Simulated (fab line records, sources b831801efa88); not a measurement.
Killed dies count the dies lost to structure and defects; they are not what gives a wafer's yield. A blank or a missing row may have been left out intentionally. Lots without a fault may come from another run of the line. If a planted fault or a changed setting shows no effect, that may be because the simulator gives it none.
fab line records ; flow sfq_line
record lots=5; wafers=14; last_day=80
route steps=325 shown L0V@20 M0@28
lots untouched by any fault: they come from a run of this same line in which no faults occurred
start_h: the number of hours between the record's first day and the start of the first shown wafer of the lot ; wait_h: hours from the lot's prior step to this one ; " identical to the entry in the row above ; L1.1+2: a single row standing in for several wafers ; - value missing, or start not given ; * or withheld: withheld ; < > ~ a bound
route shown NAME@n: a module of which the file shows steps, and the number in the route of the first ; usual: average and standard deviation across the fault-free wafers ; same: alike in all rows ; chamber/n: place in a boat ; sites: readings site by site ; _std_site: standard deviation of those values ; _edge_site: inner sites' mean taken away from outer sites' mean ; radius_mm: how far each site lies from the wafer's centre ; mask NAME#n: copy n ; behind: the tool/chamber that last shaped the wafer ; hold: the reason the lot was held/the length of the hold in hours/how it ended ; device: which transistor (n, p or np) failed to switch ; end of line: the route-end tests of the same wafers ; for a step that has no rows: nothing shown but its recipe ; killed: not the wafer's yield, but the dies lost to structure and defects at the first sort ; map: shows each die of a wafer: x if killed, . if not, _ if none is there
set.NAME: the run value of the setting; set.NAME@STEP: its run value at that earlier step ; model.NAME: the simulator's own value behind a step, which no gauge read
lots at selected steps of the route; one table per step, one row per wafer
services: a tool's chamber out of use, with start hour (start_h, from the record's first day; less than 0 if before it), hours out, and reason
## steps
# step SFQ_TRILAYER_L0_VIA_LITHO_EXPOSE_014
# recipe mask_id=L0V; na=0.6; source_shape=conventional; sigma_outer=0.65; target_cd_nm=700; dose_mj=21.3
# step SFQ_TRILAYER_L0_VIA_LITHO_PEB_016
# recipe peb_temp_c=115; peb_time_s=60; resist=KrF
# step SFQ_TRILAYER_L0_VIA_LITHO_DEVELOP_015
# recipe time_s=60; resist=KrF
# step SFQ_L0V_OVL_MEAS_903
# usual L0V_OVL=3/5.1
lot.wafer;tool;chamber;start_h;wait_h;L0V_OVL[nm]
L227.1;overlay-01;-;160.28;0.1;-8
L227.2;overlay-01;-;160.28;0.1;-1
L227.6;overlay-01;-;160.28;0.1;0
L230.1;overlay-01;-;196.53;0.1;1
L230.2;overlay-01;-;196.53;0.1;6
L230.3;overlay-01;-;196.53;0.1;3
L237.1;overlay-02;-;249.70;0.1;-5
L237.5;overlay-02;-;249.70;0.1;1
L243.2;overlay-01;-;294.14;0.1;10
L243.4;overlay-01;-;294.14;0.1;1
L243.6;overlay-01;-;294.14;0.1;5
L245.1;overlay-01;-;307.34;0.1;4
L245.3;overlay-01;-;307.34;0.1;8
L245.6;overlay-01;-;307.34;0.1;8
# step SFQ_TRILAYER_L0_VIA_BARC_OPEN_VIA_ETCH_021
# recipe mask_material=PR; chemistry=O2; target_depth_nm=125; target=BARC; source_w=500; bias_w=80; pressure_mtorr=30; time_s=41.7
# usual drypump_motor_current_A=5.6/0.59; oes_product_au=0.686/0.005; rf_fwd_power_W=494.7/1.8
lot.wafer;tool;chamber;start_h;wait_h;drypump_motor_current_A;oes_product_au;rf_fwd_power_W;rf_hours_counter_h
L227.1;rie_diel-02;1;160.31;0.0;5.4;0.689;492.1;100
L227.2;rie_diel-02;3;160.31;0.0;6.2;0.676;495.6;147
L227.6;rie_diel-02;0;160.31;0.0;6.4;0.691;493.6;-
L230.1;rie_diel-01;2;196.56;0.0;5.1;0.689;495.6;0
L230.2;rie_diel-01;0;196.56;0.0;6.5;0.691;495.3;135
L230.3;rie_diel-01;3;196.56;0.0;4.9;0.688;494.3;49
L237.1;rie_diel-04;3;249.73;0.0;5.6;0.683;493.9;3
L237.5;rie_diel-04;0;249.73;0.0;6.1;0.691;494.0;-
L243.2;rie_diel-02;3;294.17;0.0;6.3;0.688;494.6;1
L243.4;rie_diel-02;2;294.17;0.0;5.4;0.680;497.0;105
L243.6;rie_diel-02;1;294.17;0.0;5.4;0.682;491.4;-
L245.1;rie_diel-04;1;307.37;0.0;5.4;0.688;494.5;68
L245.3;rie_diel-04;2;307.37;0.0;6.1;0.687;491.9;68
L245.6;rie_diel-04;0;307.37;0.0;6.2;0.687;495.2;-
# step SFQ_TRILAYER_L0_VIA_ETCH_VIA_ETCH_016
# recipe target=SiO2; stop_on=MoNx_KI; mask_material=PR; chemistry=CHF3; target_depth_nm=80; source_w=500; bias_w=80; pressure_mtorr=30; time_s=withheld
# usual drypump_motor_current_A=5.6/0.59; oes_product_au=0.841/0.0075; rf_fwd_power_W=495.3/1.8
lot.wafer;tool;chamber;start_h;wait_h;drypump_motor_current_A;oes_product_au;rf_fwd_power_W
L227.1;rie_diel-02;1;160.35;0.0;5.4;0.835;494.6
L227.2;rie_diel-02;3;160.35;0.0;6.3;0.823;493.8
L227.6;rie_diel-02;0;160.35;0.0;6.5;0.841;495.8
L230.1;rie_diel-01;2;196.60;0.0;5.1;0.837;496.0
L230.2;rie_diel-01;0;196.60;0.0;6.6;0.846;492.9
L230.3;rie_diel-01;3;196.60;0.0;4.9;0.836;493.8
L237.1;rie_diel-04;3;249.77;0.0;5.6;0.842;496.4
L237.5;rie_diel-04;0;249.77;0.0;6.1;0.833;496.7
L243.2;rie_diel-02;3;294.21;0.0;6.3;0.833;493.4
L243.4;rie_diel-02;2;294.21;0.0;5.4;0.840;496.1
L243.6;rie_diel-02;1;294.21;0.0;5.4;0.836;493.5
L245.1;rie_diel-04;1;307.41;0.0;5.4;0.837;495.5
L245.3;rie_diel-04;2;307.41;0.0;6.1;0.830;495.3
L245.6;rie_diel-04;0;307.41;0.0;6.1;0.852;497.4
# step SFQ_TRILAYER_L0_VIA_STRIP_STRIP_017
# recipe gas=O2; power_w=200; platen_temp_c=40; overash_fraction=0.65; chemistry=O2; pressure_mtorr=50
# usual drypump_motor_current_A=5.9/0.41; oes_product_au=1.003/0.009
lot.wafer;tool;chamber;start_h;wait_h;drypump_motor_current_A;oes_product_au;rf_hours_counter_h
L227.1;rie_metal-04;0;160.40;-;6.3;1.011;89
L227.2;rie_metal-04;1;160.40;-;5.7;1.011;27
L227.6;rie_metal-04;1;160.40;-;5.7;1.001;-
L230.1;rie_metal-04;1;196.65;-;5.7;1.011;33
L230.2;rie_metal-04;0;196.65;-;6.3;1.011;95
L230.3;rie_metal-04;0;196.65;-;6.3;1.006;-
L237.1;rie_metal-04;0;249.82;-;6.3;1.001;103
L237.5;rie_metal-04;0;249.82;-;6.3;1.005;-
L243.2;rie_metal-04;0;294.26;-;6.3;1.013;114
L243.4;rie_metal-04;1;294.26;-;5.7;1.007;-
L243.6;rie_metal-04;1;294.26;-;5.7;1.009;-
L245.1;rie_metal-04;0;307.46;-;6.3;1.007;117
L245.3;rie_metal-04;0;307.46;-;6.3;1.006;-
L245.6;rie_metal-04;0;307.46;-;6.3;0.997;-
# step SFQ_TRILAYER_L0_VIA_STRIP_SOLV_CLEAN_018
# recipe chemistry=NMP; temp_c=70; time_s=600
# step SFQ_TRILAYER_M0_DEP_PRE_CLEAN_020
# recipe gas=Ar; time_s=15; bias_v=250
# step SFQ_TRILAYER_M0_DEP_SPUTTER_019
# recipe material=Nb; base_pressure_pa=1.33e-06; chamber_pressure_pa=0.1333; substrate_temp_c=20; resputter_cathode_voltage_v=400; target_thk_nm=200; power_w=2000; time_s=133.3
# usual throttle_valve_pct=30.1/1.4
lot.wafer;tool;chamber;start_h;wait_h;throttle_valve_pct
L227.1;pvd_sputter-04;-;161.20;0.0;31.2
L227.2;pvd_sputter-04;-;161.20;0.0;32.0
L227.6;pvd_sputter-04;-;161.20;0.0;31.7
L230.1;pvd_sputter-03;-;197.45;0.0;28.4
L230.2;pvd_sputter-03;-;197.45;0.0;30.6
L230.3;pvd_sputter-03;-;197.45;0.0;32.4
L237.1;pvd_sputter-04;-;251.22;0.0;30.6
L237.5;pvd_sputter-04;-;251.22;0.0;31.7
L243.2;pvd_sputter-06;-;295.06;0.0;28.9
L243.4;pvd_sputter-06;-;295.06;0.0;28.9
L243.6;pvd_sputter-06;-;295.06;0.0;30.8
L245.1;pvd_sputter-06;-;308.26;0.0;28.8
L245.3;pvd_sputter-06;-;308.26;0.0;31.2
L245.6;pvd_sputter-06;-;308.26;0.0;28.9
# step SFQ_M0_RS_MEAS_904
# recipe thk_meas_gauge=four-point-probe; reads=Nb_of_TRILAYER_M0_DEP_SPUTTER_019
# usual M0_NB_RS=0.884/0.011
lot.wafer;tool;chamber;start_h;wait_h;M0_NB_RS[ohm/sq]
L227.1;film_metro-04;-;161.29;0.0;0.898
L227.2;film_metro-04;-;161.29;0.0;0.896
L227.6;film_metro-04;-;161.29;0.0;0.887
L230.1;film_metro-02;-;197.54;0.0;0.881
L230.2;film_metro-02;-;197.54;0.0;0.878
L230.3;film_metro-02;-;197.54;0.0;0.869
L237.1;film_metro-03;-;251.31;0.0;0.895
L237.5;film_metro-03;-;251.31;0.0;0.885
L243.2;film_metro-02;-;295.17;0.1;0.873
L243.4;film_metro-02;-;295.17;0.1;0.884
L243.6;film_metro-02;-;295.17;0.1;0.889
L245.1;film_metro-03;-;308.35;0.0;0.874
L245.3;film_metro-03;-;308.35;0.0;0.884
L245.6;film_metro-03;-;308.35;0.0;0.875
# step SFQ_TRILAYER_M0_LITHO_COAT_026
# recipe resist=BARC; spin_rpm=3000; resist_thk_nm=62
# usual chill_plate_temp_C=23.01/0.1
lot.wafer;tool;chamber;start_h;wait_h;chill_plate_temp_C;model.BARC_of_TRILAYER_M0_LITHO_COAT_026.thk_nm
L227.1;litho_track-03;0;161.47;0.1;23.09;62.04
L227.2;litho_track-03;0;161.47;0.1;22.84;61.96
L227.6;litho_track-03;0;161.47;0.1;23.05;61.92
L230.1;litho_track-04;0;197.73;0.1;23.14;61.92
L230.2;litho_track-04;0;197.73;0.1;23.13;61.9
L230.3;litho_track-04;0;197.73;0.1;23.19;62.07
L237.1;litho_track-01;0;251.49;0.1;23.21;59.72
L237.5;litho_track-01;0;251.49;0.1;22.95;61.92
L243.2;litho_track-04;0;295.38;0.1;22.99;61.96
L243.4;litho_track-04;0;295.38;0.1;22.90;62.03
L243.6;litho_track-04;0;295.38;0.1;23.11;61.86
L245.1;litho_track-04;0;308.53;0.1;22.87;62.2
L245.3;litho_track-04;0;308.53;0.1;22.96;62.14
L245.6;litho_track-04;0;308.53;0.1;23.13;61.99
# step SFQ_TRILAYER_M0_LITHO_COAT_021
# recipe resist=KrF; spin_rpm=3000; resist_thk_nm=600
# step SFQ_TRILAYER_M0_LITHO_SOFTBAKE_025
# recipe temp_c=withheld; time_s=withheld; resist=KrF
# step SFQ_TRILAYER_M0_LITHO_EXPOSE_022
# recipe mask_id=M0; na=0.6; source_shape=conventional; sigma_outer=0.65; target_cd_nm=500; dose_mj=14.4
# step SFQ_TRILAYER_M0_LITHO_PEB_024
# recipe peb_temp_c=115; peb_time_s=60; resist=KrF
# step SFQ_TRILAYER_M0_LITHO_DEVELOP_023
# recipe time_s=60; resist=KrF
# step SFQ_M0_OVL_MEAS_906
# usual M0_OVL=0/5.5
lot.wafer;tool;chamber;start_h;wait_h;M0_OVL[nm]
L227.1;overlay-02;-;261.82;0.1;8
L227.2;overlay-02;-;261.82;0.1;2
L227.6;overlay-02;-;261.82;0.1;3
L230.1;overlay-02;-;294.22;0.1;7
L230.2;overlay-02;-;294.22;0.1;10
L230.3;overlay-02;-;294.22;0.1;5
L237.1;overlay-02;-;303.82;0.1;4
L237.5;overlay-02;-;303.82;0.1;-3
L243.2;overlay-01;-;311.24;0.1;-5
L243.4;overlay-01;-;311.24;0.1;-1
L243.6;overlay-01;-;311.24;0.1;-6
L245.1;overlay-02;-;313.42;0.1;4
L245.3;overlay-02;-;313.42;0.1;4
L245.6;overlay-02;-;313.42;0.1;10
# step SFQ_TRILAYER_M0_BARC_OPEN_METAL_ETCH_031
# recipe mask_material=PR; chemistry=O2; target_depth_nm=125; target=BARC; icp_w=600; bias_w=80; pressure_mtorr=10; time_s=41.7
# usual drypump_motor_current_A=5.9/0.31; oes_product_au=0.685/0.0043; rf_fwd_power_W=593.5/2.8
lot.wafer;tool;chamber;start_h;wait_h;drypump_motor_current_A;oes_product_au;rf_fwd_power_W;rf_hours_counter_h;model.etch.depth_nm
L227.1;rie_metal-04;0;261.86;0.0;6.3;0.687;590.6;107;62.04
L227.2;rie_metal-04;0;261.86;0.0;6.3;0.681;590.7;-;61.96
L227.6;rie_metal-04;0;261.86;0.0;6.3;0.691;591.2;-;61.92
L230.1;rie_metal-01;1;294.26;0.0;5.7;0.687;591.2;89;61.92
L230.2;rie_metal-01;0;294.26;0.0;5.8;0.686;596.1;54;61.9
L230.3;rie_metal-01;0;294.26;0.0;5.8;0.691;593.4;-;62.07
L237.1;rie_metal-04;0;303.86;0.0;6.3;0.674;591.1;116;59.72
L237.5;rie_metal-04;1;303.86;0.0;5.7;0.686;593.0;-;61.92
L243.2;rie_metal-01;0;311.27;0.0;5.7;0.682;595.2;57;61.96
L243.4;rie_metal-01;0;311.27;0.0;5.8;0.680;593.4;-;62.03
L243.6;rie_metal-01;0;311.27;0.0;5.8;0.687;593.6;-;61.86
L245.1;rie_metal-04;1;313.46;0.0;5.7;0.690;590.7;50;62.2
L245.3;rie_metal-04;0;313.46;0.0;6.3;0.687;590.3;-;62.14
L245.6;rie_metal-04;1;313.46;0.0;5.7;0.689;592.5;-;61.99
# step SFQ_TRILAYER_M0_ETCH_METAL_ETCH_024
# recipe target=Nb; stop_on=SiO2; mask_material=PR; chemistry=Cl2/Ar; target_depth_nm=240; icp_w=600; bias_w=80; pressure_mtorr=10; time_s=120
# usual drypump_motor_current_A=5.9/0.31; oes_product_au=0.898/0.0077; rf_fwd_power_W=596.9/1.9
lot.wafer;tool;chamber;start_h;wait_h;drypump_motor_current_A;oes_product_au;rf_fwd_power_W;rf_hours_counter_h
L227.1;rie_metal-04;0;261.98;0.1;6.3;0.892;593.0;107
L227.2;rie_metal-04;0;261.98;0.1;6.3;0.886;597.0;-
L227.6;rie_metal-04;0;261.98;0.1;6.3;0.902;596.0;-
L230.1;rie_metal-01;1;294.32;0.0;5.7;0.893;598.8;89
L230.2;rie_metal-01;0;294.32;0.0;5.8;0.901;597.3;54
L230.3;rie_metal-01;0;294.32;0.0;5.8;0.905;600.2;-
L237.1;rie_metal-04;0;303.92;0.0;6.3;0.881;596.8;116
L237.5;rie_metal-04;1;303.92;0.0;5.7;0.900;596.9;-
L243.2;rie_metal-01;0;311.33;0.0;5.8;0.903;596.1;58
L243.4;rie_metal-01;0;311.33;0.0;5.8;0.894;596.8;-
L243.6;rie_metal-01;0;311.33;0.0;5.8;0.895;594.8;-
L245.1;rie_metal-04;1;313.52;0.0;5.7;0.902;598.3;50
L245.3;rie_metal-04;0;313.52;0.0;6.3;0.898;595.2;-
L245.6;rie_metal-04;1;313.52;0.0;5.7;0.898;599.7;-
## services
tool;chamber;start_h;hours;kind
rie_diel-02;1;137.84;7.4;repair
rie_diel-01;2;155.26;-;clean
rie_diel-01;2;155.26;17.5;scheduled_down
rie_diel-01;2;155.26;17.5;vent_cycle
pvd_sputter-03;-;189.83;4.6;repair
pvd_sputter-04;-;201.76;7.9;repair
rie_diel-02;3;213.94;-;clean
rie_diel-02;3;213.94;15.5;scheduled_down
rie_diel-02;3;213.94;15.5;vent_cycle
rie_diel-04;0;238.69;5.1;repair
rie_diel-02;1;245.30;5.9;repair
rie_metal-04;1;246.56;21.5;repair
rie_diel-01;0;264.88;2.8;repair
pvd_sputter-04;-;272.09;2.9;repair
rie_diel-01;0;283.08;-;clean
rie_diel-01;0;283.08;12.7;scheduled_down
rie_diel-01;0;283.08;12.7;vent_cycle
pvd_sputter-03;-;287.11;3.2;repair
pvd_sputter-04;-;293.06;34.3;repair
rie_diel-04;3;293.92;6.5;repair
rie_diel-02;1;296.92;6.5;repair
rie_diel-01;-;298.85;1.2;repair
rie_diel-02;-;308.44;0.2;repair
## key
first_sign none at tools or gauges
model_effect step=SFQ_TRILAYER_M0_LITHO_COAT_026; value=BARC_of_TRILAYER_M0_LITHO_COAT_026.thk_nm; without=62.07; struck=59.72
model_effect step=SFQ_TRILAYER_M0_BARC_OPEN_METAL_ETCH_031; value=etch.depth_nm; without=62.07; struck=59.72
met_at SFQ_TRILAYER_M0_LITHO_COAT_026
struck_wafers L237.1
fault kind=process_parameter_drift; tool=litho_track-01; chamber=-; onset_h=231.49; steps=SFQ_TRILAYER_M0_LITHO_COAT_026; channel=resist_thk_nm; offset=-2.3438; shape=step; end_h=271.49; scope=struck_wafers_only; acts_in=these_recipes_only; stated=62
